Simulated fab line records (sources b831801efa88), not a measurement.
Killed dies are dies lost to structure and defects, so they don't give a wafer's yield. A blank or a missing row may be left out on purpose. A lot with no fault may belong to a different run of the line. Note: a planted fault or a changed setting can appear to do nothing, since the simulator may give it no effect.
fab line records ; flow sky130
record: lots: 10; wafers: 30; last-day: 50
route steps=708 shown METAL2@503 VIA2@509 VIA4@657 METAL5@661
lots that met no fault: taken from a fault-free run of the same line
start-h: start of the lot's first displayed wafer, in hours after the record's first day ; wait-h: hours from the lot's prior step to this one ; " same as the row above ; L1.1+2: a single row standing in for several wafers ; - either no value or no given start ; * or withheld: withheld ; < > ~ a bound
route shown NAME@n: a module of which the file shows steps, and the number in the route of the first ; usual: mean and standard deviation over wafers with no fault ; same: alike in all rows ; chamber/n: place in a boat ; sites: per-site readings ; _std_site: the values' standard deviation ; _edge_site: inner sites' mean taken away from outer sites' mean ; radius-mm: for every site, how far away it sits from the centre of the wafer ; mask NAME#n: copy n ; behind: tool/chamber where the wafer was last shaped ; hold: why the lot went on hold/how many hours it stayed there/how the hold came to an end ; device: whichever transistor did not switch (one of n, p or np) ; end of line: tests run on the same wafers once the route is complete ; for a step that has no rows: nothing shown but its recipe ; killed: dies lost to structure and defects at the first sort, not the wafer's yield ; map: a wafer's dies, marking killed ones x, the rest . and places with no die _
set.NAME: the run value of the setting; set.NAME@STEP: its run value at that earlier step ; model.NAME: the simulator's own value behind a step, which no gauge read
route steps across a sampled set of lots; one table per step, one row per wafer
services: when a tool's chamber went out of use (start-h, in hours from the record's first day, below 0 if earlier), for how many hours, and the reason
== steps ==
step: SKY_METAL2_STRIP_20
recipe: chemistry: O2/N2; power-w: 1400; pressure-mtorr: 1500; platen-temp-c: withheld; o2-flow-sccm: 3000; n2-flow-sccm: 300; overash-fraction: 0.5
usual: drypump-motor-current-A: 5.59/0.19; o2-flow-sccm: 2999/7.8; oes-product-au: 0.344/0.0053; strip-time-to-endpoint-s: 2.73/0.075
lot.wafer;tool;chamber;start-h;wait-h;drypump-motor-current-A;o2-flow-sccm;oes-product-au;rf-hours-counter-h;strip-time-to-endpoint-s
L808.4;plasma-asher-02;1;837.55;0.1;5.60;3000;0.354;-;2.83
L808.5;plasma-asher-02;1;837.55;0.1;5.60;2987;0.350;-;2.83
L808.6;plasma-asher-02;0;837.55;0.1;5.34;3011;0.340;-;2.73
L812.1;plasma-asher-02;1;863.27;0.1;5.60;3005;0.346;105;2.61
L812.3;plasma-asher-02;0;863.27;0.1;5.35;2995;0.340;-;2.67
L812.6;plasma-asher-02;1;863.27;0.1;5.59;2998;0.338;-;2.62
L819.1;plasma-asher-03;0;903.78;0.1;5.66;3004;0.342;46;2.61
L819.3;plasma-asher-03;1;903.78;0.1;5.66;3001;0.342;-;2.63
L819.4;plasma-asher-03;0;903.78;0.1;5.66;3008;0.345;-;2.73
L820.2;plasma-asher-02;0;916.78;0.1;5.36;2994;0.341;111;2.63
L820.3;plasma-asher-02;0;916.78;0.1;5.36;2994;0.338;-;2.64
L820.4;plasma-asher-02;1;916.78;0.1;5.62;3001;0.358;-;2.73
L821.3;plasma-asher-03;0;919.97;0.1;5.66;2990;0.338;-;2.63
L821.4;plasma-asher-03;1;919.97;0.1;5.69;2999;0.333;-;2.73
L821.5;plasma-asher-03;1;919.97;0.1;5.68;2990;0.341;-;2.75
L824.3;plasma-asher-01;1;945.32;0.1;5.91;3003;0.344;-;2.68
L824.4;plasma-asher-01;0;945.32;0.1;5.45;3004;0.357;-;2.80
L824.6;plasma-asher-01;0;945.32;0.1;5.45;2987;0.345;-;2.78
L825.2;plasma-asher-02;1;949.52;0.1;5.58;3006;0.342;114;2.65
L825.3;plasma-asher-02;0;949.52;0.1;5.35;2993;0.344;-;2.80
L825.4;plasma-asher-02;1;949.52;0.1;5.58;3002;0.337;-;2.63
L828.1;plasma-asher-01;0;972.93;0.1;5.45;2991;0.340;23;2.61
L828.4;plasma-asher-01;1;972.93;0.1;5.94;2996;0.342;-;2.60
L828.5;plasma-asher-01;0;972.93;0.1;5.44;2990;0.339;-;2.72
L829.1;plasma-asher-02;0;974.93;0.1;5.36;3013;0.338;117;2.67
L829.2;plasma-asher-02;1;974.93;0.1;5.61;2988;0.349;117;2.81
L829.4;plasma-asher-02;1;974.93;0.1;5.61;2985;0.341;-;2.65
L830.2;plasma-asher-03;1;985.08;0.1;5.68;3009;0.354;54;2.82
L830.4;plasma-asher-03;0;985.08;0.1;5.65;3001;0.346;-;2.80
L830.5;plasma-asher-03;1;985.08;0.1;5.66;3012;0.356;-;2.66
step: SKY_VIA2_CMP_02
recipe: material: SiO2; down-force-psi: 4; platen-rpm: 60; pad-velocity-m-s: 0.94248
usual: edge-zone-pressure-frac: 1.000/0.005; motor-current-A: 12.2/1.4
lot.wafer;tool;chamber;start-h;wait-h;edge-zone-pressure-frac;motor-current-A
L808.4;cmp-02;2;838.30;0.0;1.002;12.9
L808.5;cmp-02;2;838.30;0.0;1.005;12.7
L808.6;cmp-02;3;838.30;0.0;0.998;14.5
L812.3;cmp-02;2;864.07;0.0;0.992;12.3
L812.1;cmp-02;3;864.07;0.0;1.000;15.4
L812.6;cmp-02;3;864.07;0.0;1.004;15.1
L819.3;cmp-02;2;904.61;0.1;0.997;12.7
L819.4;cmp-02;3;904.61;0.1;0.996;15.6
L819.1;cmp-02;0;904.61;0.1;1.009;13.5
L820.3;cmp-01;2;917.62;0.1;0.995;10.9
L820.2;cmp-01;3;917.62;0.1;1.008;10.8
L820.4;cmp-01;1;917.62;0.1;1.001;11.9
L821.4;cmp-01;3;920.76;0.0;1.005;10.9
L821.3;cmp-01;2;920.76;0.0;0.990;10.6
L821.5;cmp-01;3;920.76;0.0;1.000;10.9
L824.3;cmp-01;3;946.10;0.0;0.996;11.5
L824.4;cmp-01;0;946.10;0.0;1.005;12.2
L824.6;cmp-01;3;946.10;0.0;0.992;10.7
L825.2;cmp-02;0;950.29;0.0;1.006;13.7
L825.3;cmp-02;2;950.29;0.0;1.002;13.6
L825.4;cmp-02;3;950.29;0.0;1.004;15.6
L828.4;cmp-01;1;973.77;0.1;0.997;11.9
L828.1;cmp-01;3;973.77;0.1;0.996;10.5
L828.5;cmp-01;2;973.77;0.1;1.002;11.1
L829.4;cmp-01;2;975.71;0.0;0.994;10.7
L829.2;cmp-01;3;975.71;0.0;1.004;10.9
L829.1;cmp-01;1;975.71;0.0;1.004;11.3
L830.4;cmp-01;2;985.91;0.1;1.006;10.8
L830.2;cmp-01;0;985.91;0.1;1.009;11.7
L830.5;cmp-01;2;985.91;0.1;1.007;11.2
step: SKY_VIA4_CVD_18
recipe: material: W; target-thk-nm: 505; time-s: 152.14; temp-c: 400; pressure-torr: 40
usual: heater-power-w: 800/47
lot.wafer;tool;chamber;start-h;wait-h;heater-power-w
L808.4;cvd-w-01;0;1019.02;0.1;795
L808.5;cvd-w-01;0;1019.02;0.1;810
L808.6;cvd-w-01;1;1019.02;0.1;819
L812.1;cvd-w-01;0;1042.11;0.1;792
L812.3;cvd-w-01;1;1042.11;0.1;836
L812.6;cvd-w-01;1;1042.11;0.1;855
L819.1;cvd-w-02;1;1079.50;0.0;741
L819.3;cvd-w-02;1;1079.50;0.0;750
L819.4;cvd-w-02;0;1079.50;0.0;858
L820.2;cvd-w-02;0;1090.28;0.0;851
L820.3;cvd-w-02;0;1090.28;0.0;834
L820.4;cvd-w-02;1;1090.28;0.0;746
L821.3;cvd-w-02;0;1092.94;0.1;840
L821.4;cvd-w-02;1;1092.94;0.1;735
L821.5;cvd-w-02;0;1092.94;0.1;852
L824.3;cvd-w-02;0;1111.07;0.1;842
L824.4;cvd-w-02;1;1111.07;0.1;760
L824.6;cvd-w-02;1;1111.07;0.1;739
L825.2;cvd-w-02;1;1116.78;0.0;741
L825.3;cvd-w-02;0;1116.78;0.0;842
L825.4;cvd-w-02;1;1116.78;0.0;731
L828.1;cvd-w-02;1;1134.58;0.0;733
L828.4;cvd-w-02;0;1134.58;0.0;850
L828.5;cvd-w-02;0;1134.58;0.0;865
L829.1;cvd-w-01;1;1137.74;0.0;839
L829.2;cvd-w-01;0;1137.74;0.0;790
L829.4;cvd-w-01;1;1137.74;0.0;849
L830.2;cvd-w-02;0;1144.60;0.0;845
L830.4;cvd-w-02;0;1144.60;0.0;829
L830.5;cvd-w-02;0;1144.60;0.0;856
step: SKY_VIA4_RS_MEAS_19
recipe: thk-meas-gauge: four-point-probe; reads: W_of_VIA4_CVD_18+TiN_of_VIA4_SPUTTER_17
usual: VIA4_W_RS: 0.2283/0.0023
lot.wafer;tool;chamber;start-h;wait-h;VIA4_W_RS[ohm/sq]
L808.4;film-metro-01;-;1019.18;0.1;0.2265
L808.5;film-metro-01;-;1019.18;0.1;0.2249
L808.6;film-metro-01;-;1019.18;0.1;0.2279
L812.1;film-metro-01;-;1042.26;0.1;0.2290
L812.3;film-metro-01;-;1042.26;0.1;0.2292
L812.6;film-metro-01;-;1042.26;0.1;0.1347
L819.1;film-metro-02;-;1079.66;0.1;0.2285
L819.3;film-metro-02;-;1079.66;0.1;0.2289
L819.4;film-metro-02;-;1079.66;0.1;0.2276
L820.2;film-metro-01;-;1090.45;0.1;0.2265
L820.3;film-metro-01;-;1090.45;0.1;0.2276
L820.4;film-metro-01;-;1090.45;0.1;0.2292
L821.3;film-metro-01;-;1093.08;0.1;0.2291
L821.4;film-metro-01;-;1093.08;0.1;0.2299
L821.5;film-metro-01;-;1093.08;0.1;0.2312
L824.3;film-metro-02;-;1111.21;0.1;0.2267
L824.4;film-metro-02;-;1111.21;0.1;0.2239
L824.6;film-metro-02;-;1111.21;0.1;0.2270
L825.2;film-metro-01;-;1116.95;0.1;0.2315
L825.3;film-metro-01;-;1116.95;0.1;0.2278
L825.4;film-metro-01;-;1116.95;0.1;0.2302
L828.1;film-metro-03;-;1134.73;0.1;0.2269
L828.4;film-metro-03;-;1134.73;0.1;0.2264
L828.5;film-metro-03;-;1134.73;0.1;0.2262
L829.1;film-metro-03;-;1137.89;0.1;0.2285
L829.2;film-metro-03;-;1137.89;0.1;0.2303
L829.4;film-metro-03;-;1137.89;0.1;0.2288
L830.2;film-metro-02;-;1144.77;0.1;0.2251
L830.4;film-metro-02;-;1144.77;0.1;0.2261
L830.5;film-metro-02;-;1144.77;0.1;0.2224
step: SKY_VIA4_THK_MEAS_20
recipe: thk-meas-gauge: xrf; reads: W_of_VIA4_CVD_18
usual: VIA4_W_THK: 498/6.3
lot.wafer;tool;chamber;start-h;wait-h;VIA4_W_THK[nm]
L808.4;film-metro-01;-;1019.27;0.1;509
L808.5;film-metro-01;-;1019.27;0.1;511
L808.6;film-metro-01;-;1019.27;0.1;506
L812.1;film-metro-01;-;1042.38;0.1;499
L812.3;film-metro-01;-;1042.38;0.1;496
L812.6;film-metro-01;-;1042.38;0.1;843
L819.1;film-metro-02;-;1079.78;0.1;494
L819.3;film-metro-02;-;1079.78;0.1;491
L819.4;film-metro-02;-;1079.78;0.1;496
L820.2;film-metro-01;-;1090.56;0.1;501
L820.3;film-metro-01;-;1090.56;0.1;496
L820.4;film-metro-01;-;1090.56;0.1;492
L821.3;film-metro-01;-;1093.18;0.1;493
L821.4;film-metro-01;-;1093.18;0.1;494
L821.5;film-metro-01;-;1093.18;0.1;488
L824.3;film-metro-02;-;1111.31;0.1;500
L824.4;film-metro-02;-;1111.31;0.1;504
L824.6;film-metro-02;-;1111.31;0.1;501
L825.2;film-metro-01;-;1117.06;0.1;490
L825.3;film-metro-01;-;1117.06;0.1;496
L825.4;film-metro-01;-;1117.06;0.1;494
L828.1;film-metro-03;-;1134.85;0.1;504
L828.4;film-metro-03;-;1134.85;0.1;506
L828.5;film-metro-03;-;1134.85;0.1;508
L829.1;film-metro-03;-;1138.01;0.1;503
L829.2;film-metro-03;-;1138.01;0.1;500
L829.4;film-metro-03;-;1138.01;0.1;500
L830.2;film-metro-02;-;1144.88;0.1;502
L830.4;film-metro-02;-;1144.88;0.1;501
L830.5;film-metro-02;-;1144.88;0.1;507
step: SKY_VIA4_CMP_21
recipe: stop-on: SiO2; t-overpolish-s: 25; down-force-psi: 3.5; platen-rpm: 60; target-thk-nm: 0; pad-velocity-m-s: 0.94248
usual: edge-zone-pressure-frac: 1.000/0.0046; motor-current-A: 11.0/1.3; time-to-endpoint-s: 123/3.7
lot.wafer;tool;chamber;start-h;wait-h;edge-zone-pressure-frac;motor-current-A;time-to-endpoint-s
L808.4;cmp-02;1;1019.35;0.1;1.002;11.2;123
L808.6;cmp-02;0;1019.35;0.1;1.003;11.9;127
L808.5;cmp-02;1;1019.35;0.1;0.999;10.7;125
L812.1;cmp-01;1;1042.44;0.1;0.989;11.1;131
L812.3;cmp-01;3;1042.44;0.1;0.999;10.0;128
L812.6;cmp-01;1;1042.44;0.1;0.997;10.6;220
L819.4;cmp-01;2;1079.84;0.0;1.001;10.0;125
L819.3;cmp-01;3;1079.84;0.0;1.001;10.1;126
L819.1;cmp-01;1;1079.84;0.0;0.992;11.1;128
L820.2;cmp-01;3;1090.61;0.0;0.998;9.8;123
L820.4;cmp-01;0;1090.61;0.0;0.997;10.9;119
L820.3;cmp-01;2;1090.61;0.0;0.997;9.5;117
L821.3;cmp-01;1;1093.22;0.0;1.002;11.1;124
L821.4;cmp-01;0;1093.22;0.0;1.007;11.2;123
L821.5;cmp-01;2;1093.22;0.0;1.003;9.8;116
L824.3;cmp-02;1;1111.70;0.4;1.002;10.5;125
L824.4;cmp-02;3;1111.70;0.4;1.006;13.2;131
L824.6;cmp-02;1;1111.70;0.4;1.000;10.5;123
L825.2;cmp-01;2;1117.66;0.6;0.993;10.1;118
L825.3;cmp-01;3;1117.66;0.6;0.993;9.9;125
L825.4;cmp-01;1;1117.66;0.6;1.008;10.9;121
L828.1;cmp-02;3;1134.98;0.1;1.006;13.6;127
L828.4;cmp-02;0;1134.98;0.1;1.003;12.7;127
L828.5;cmp-02;3;1134.98;0.1;0.997;13.8;128
L829.2;cmp-01;0;1138.07;0.0;1.001;10.6;126
L829.1;cmp-01;2;1138.07;0.0;0.993;9.6;122
L829.4;cmp-01;3;1138.07;0.0;0.996;9.9;124
L830.4;cmp-01;3;1145.07;0.2;1.002;9.6;125
L830.2;cmp-01;0;1145.07;0.2;0.997;11.0;126
L830.5;cmp-01;1;1145.07;0.2;1.001;11.2;129
step: SKY_METAL5_SPUTTER_00
recipe: material: Ti; target-thk-nm: 15; power-w: 3000; time-s: 10; chamber-pressure-pa: 0.4
usual: throttle-valve-pct: 30.1/1
lot.wafer;tool;chamber;start-h;wait-h;throttle-valve-pct
L808.4;pvd-sputter-03;-;1019.60;0.2;30.6
L808.5;pvd-sputter-03;-;1019.60;0.2;30.0
L808.6;pvd-sputter-03;-;1019.60;0.2;28.5
L812.1;pvd-sputter-02;-;1042.74;0.2;30.7
L812.3;pvd-sputter-02;-;1042.74;0.2;29.3
L812.6;pvd-sputter-02;-;1042.74;0.2;29.3
L819.1;pvd-sputter-01;-;1080.14;0.1;31.5
L819.3;pvd-sputter-01;-;1080.14;0.1;28.6
L819.4;pvd-sputter-01;-;1080.14;0.1;30.2
L820.2;pvd-sputter-02;-;1090.91;0.2;30.7
L820.3;pvd-sputter-02;-;1090.91;0.2;30.9
L820.4;pvd-sputter-02;-;1090.91;0.2;28.9
L821.3;pvd-sputter-02;-;1093.52;0.2;28.9
L821.4;pvd-sputter-02;-;1093.52;0.2;30.8
L821.5;pvd-sputter-02;-;1093.52;0.2;29.1
L824.3;pvd-sputter-01;-;1112.00;0.2;29.8
L824.4;pvd-sputter-01;-;1112.00;0.2;32.3
L824.6;pvd-sputter-01;-;1112.00;0.2;31.3
L825.2;pvd-sputter-03;-;1117.96;0.2;30.5
L825.3;pvd-sputter-03;-;1117.96;0.2;30.9
L825.4;pvd-sputter-03;-;1117.96;0.2;29.9
L828.1;pvd-sputter-03;-;1135.23;0.2;30.4
L828.4;pvd-sputter-03;-;1135.23;0.2;28.5
L828.5;pvd-sputter-03;-;1135.23;0.2;29.6
L829.1;pvd-sputter-03;-;1138.37;0.1;30.5
L829.2;pvd-sputter-03;-;1138.37;0.1;28.6
L829.4;pvd-sputter-03;-;1138.37;0.1;30.3
L830.2;pvd-sputter-01;-;1145.27;0.1;31.2
L830.4;pvd-sputter-01;-;1145.27;0.1;30.2
L830.5;pvd-sputter-01;-;1145.27;0.1;29.9
== services ==
tool;chamber;start-h;hours;kind
cvd-w-02;1;819.17;5.3;repair
pvd-sputter-03;-;880.05;2.3;repair
cvd-w-02;-;904.00;14.0;pm
pvd-sputter-03;-;904.78;3.0;repair
cmp-02;-;912.02;4.0;pm
cmp-02;-;917.17;0.5;repair
cvd-w-02;0;925.85;10.8;repair
cmp-02;-;941.99;5.3;pm
cmp-01;-;966.31;6.5;pm
cmp-02;-;973.02;6.3;pm
cmp-01;-;999.58;1.9;repair
cmp-02;-;1006.54;0.9;repair
cvd-w-02;-;1009.27;0.8;repair
cmp-01;-;1014.91;2.5;repair
cmp-01;-;1023.99;0.9;repair
cvd-w-02;0;1030.05;4.6;repair
cvd-w-02;-;1038.38;9.4;repair
plasma-asher-02;-;1055.25;9.0;pm
plasma-asher-02;-;1078.11;4.3;pm
cmp-01;-;1084.00;4.0;pm
cmp-01;-;1107.15;3.6;repair
cmp-01;-;1110.61;1.3;repair
cmp-02;-;1131.20;0.8;repair
plasma-asher-02;-;1139.49;1.5;repair
== key ==
first-sign: step: SKY_VIA4_RS_MEAS_19; reading: VIA4_W_RS; direction: down; sigmas: 41; usual: 0.2283; struck: 0.1347
effect: step: SKY_VIA4_THK_MEAS_20; reading: VIA4_W_THK; direction: up; sigmas: 55; usual: 498; struck: 843
effect: step: SKY_VIA4_CMP_21; reading: time-to-endpoint-s; direction: up; sigmas: 27; usual: *; struck: *
met-at SKY_VIA4_CVD_18
struck-lots L812
struck-wafers L812.6
not-acting-at SKY_METAL2_STRIP_20,SKY_VIA2_CMP_02,SKY_METAL5_SPUTTER_00
onset-between 1019.02 1042.11
fault: kind: process-parameter-drift; tool: cvd-w-01; chamber: -; onset-h: 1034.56; steps: SKY_VIA4_CVD_18; channel: target-thk-nm; offset: 350.19; shape: step; end-h: 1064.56; scope: struck-wafers-only; acts-in: these-recipes-only; stated: 505
